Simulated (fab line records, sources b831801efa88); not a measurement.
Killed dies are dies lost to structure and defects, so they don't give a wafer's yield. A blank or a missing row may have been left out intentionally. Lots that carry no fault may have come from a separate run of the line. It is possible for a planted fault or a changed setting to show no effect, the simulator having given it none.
A sampling plan put to the test | flow sky130 | 13 faults told of in these records, all on one fab line, each judged by the records of the lots it struck
The line's own looks make up the plan; these are the steps of the route where a gauge or inspection reads the wafer and leaves it unchanged. A look can be judged if struck wafers have a number there and the file gives its usual mean and standard deviation on fault-free wafers. Caught: a look later than the fault's first step finds the struck wafers' mean 4 or more of those standard deviations (sigma) from the usual mean. On the tool: here the same test is run on the tool's own readings at the fault's steps. Caught also covers a different recipe on the struck wafers, or a record left blank for those wafers only.

== THE FAULTS, as the simulator had put them in ==
1. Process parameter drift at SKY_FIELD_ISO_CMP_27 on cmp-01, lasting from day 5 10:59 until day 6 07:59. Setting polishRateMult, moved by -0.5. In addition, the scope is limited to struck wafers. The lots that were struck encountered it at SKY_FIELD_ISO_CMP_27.
2. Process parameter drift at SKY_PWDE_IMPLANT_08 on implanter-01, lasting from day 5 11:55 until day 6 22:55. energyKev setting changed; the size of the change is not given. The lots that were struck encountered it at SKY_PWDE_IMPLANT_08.
3. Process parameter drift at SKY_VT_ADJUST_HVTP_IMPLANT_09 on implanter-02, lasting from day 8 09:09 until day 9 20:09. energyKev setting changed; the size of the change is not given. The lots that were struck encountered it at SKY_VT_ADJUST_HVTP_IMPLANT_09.
4. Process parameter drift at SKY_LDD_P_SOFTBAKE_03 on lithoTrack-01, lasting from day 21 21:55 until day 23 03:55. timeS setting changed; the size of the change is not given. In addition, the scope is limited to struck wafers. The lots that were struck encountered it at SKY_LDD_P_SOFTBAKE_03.
5. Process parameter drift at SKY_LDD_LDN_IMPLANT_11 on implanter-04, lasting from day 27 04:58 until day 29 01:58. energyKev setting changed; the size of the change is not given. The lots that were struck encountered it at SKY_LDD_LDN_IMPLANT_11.
6. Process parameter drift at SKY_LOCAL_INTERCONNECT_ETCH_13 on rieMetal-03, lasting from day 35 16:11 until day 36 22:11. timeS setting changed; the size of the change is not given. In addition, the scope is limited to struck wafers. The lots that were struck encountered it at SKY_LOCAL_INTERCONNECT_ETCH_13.
7. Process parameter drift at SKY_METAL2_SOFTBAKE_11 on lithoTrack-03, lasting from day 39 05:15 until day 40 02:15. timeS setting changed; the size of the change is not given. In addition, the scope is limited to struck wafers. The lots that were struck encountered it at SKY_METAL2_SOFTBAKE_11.
8. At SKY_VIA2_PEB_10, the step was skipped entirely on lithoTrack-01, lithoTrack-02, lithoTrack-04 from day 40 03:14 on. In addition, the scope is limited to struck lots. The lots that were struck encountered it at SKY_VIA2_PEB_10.
9. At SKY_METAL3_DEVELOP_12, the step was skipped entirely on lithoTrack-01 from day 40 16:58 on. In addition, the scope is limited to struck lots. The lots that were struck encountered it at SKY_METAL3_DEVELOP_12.
10. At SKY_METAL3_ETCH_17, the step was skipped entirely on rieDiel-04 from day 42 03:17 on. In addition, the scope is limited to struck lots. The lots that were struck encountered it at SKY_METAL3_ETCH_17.
11. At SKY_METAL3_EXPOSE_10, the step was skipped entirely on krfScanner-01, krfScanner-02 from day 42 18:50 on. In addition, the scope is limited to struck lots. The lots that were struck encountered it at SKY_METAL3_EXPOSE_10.
12. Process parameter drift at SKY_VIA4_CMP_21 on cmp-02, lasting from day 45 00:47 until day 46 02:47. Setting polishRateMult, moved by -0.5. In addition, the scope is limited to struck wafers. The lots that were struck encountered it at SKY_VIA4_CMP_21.
13. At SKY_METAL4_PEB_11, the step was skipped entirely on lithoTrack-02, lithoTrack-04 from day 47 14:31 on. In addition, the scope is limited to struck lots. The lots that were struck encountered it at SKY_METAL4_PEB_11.

== WHAT THE PLAN SAW ==
fault | on the tool itself                               | first look that catches it                      | reading, sigma | median hours from its first step to that look | hours from the fault's start to the first struck lot there | judged looks passed uncaught
1     | timeToEndpointS +18 sigma                        | no look after it can be judged                  | -              | -                                             | -                                                          | 0
2     | beamEnergyKeV +99 or beyond sigma                | none of the 3 looks that can be judged after it | -              | -                                             | -                                                          | 3
3     | beamEnergyKeV +99 or beyond sigma                | no look after it can be judged                  | -              | -                                             | -                                                          | 0
4     | heaterPowerTotalW +55 sigma                      | not the one look that can be judged after it    | -              | -                                             | -                                                          | 1
5     | beamEnergyKeV +99 or beyond sigma                | no look after it can be judged                  | -              | -                                             | -                                                          | 0
6     | oesProductAu +16 sigma                           | no look after it can be judged                  | -              | -                                             | -                                                          | 0
7     | runLengthS -99 or beyond sigma                   | no look after it can be judged                  | -              | -                                             | -                                                          | 0
8     | no reading that can be judged                    | no look after it can be judged                  | -              | -                                             | -                                                          | 0
9     | the tool's record is blank for the struck wafers | no look after it can be judged                  | -              | -                                             | -                                                          | 0
10    | the tool's record is blank for the struck wafers | no look after it can be judged                  | -              | -                                             | -                                                          | 0
11    | no reading that can be judged                    | no look after it can be judged                  | -              | -                                             | -                                                          | 0
12    | overpolishRunS -99 or beyond sigma               | no look after it can be judged                  | -              | -                                             | -                                                          | 0
13    | no reading that can be judged                    | no look after it can be judged                  | -              | -                                             | -                                                          | 0
A dash: this means the fault isn't caught or the number doesn't appear in these records.

Caught at a look: 0 of 13. Caught on the tool: 10 of 13. By one or the other: 10 of 13.
Caught on the tool alone: faults 1, 2, 3, 4, 5, 6, 7, 9, 10, 12.
Caught by neither: faults 8, 11, 13.
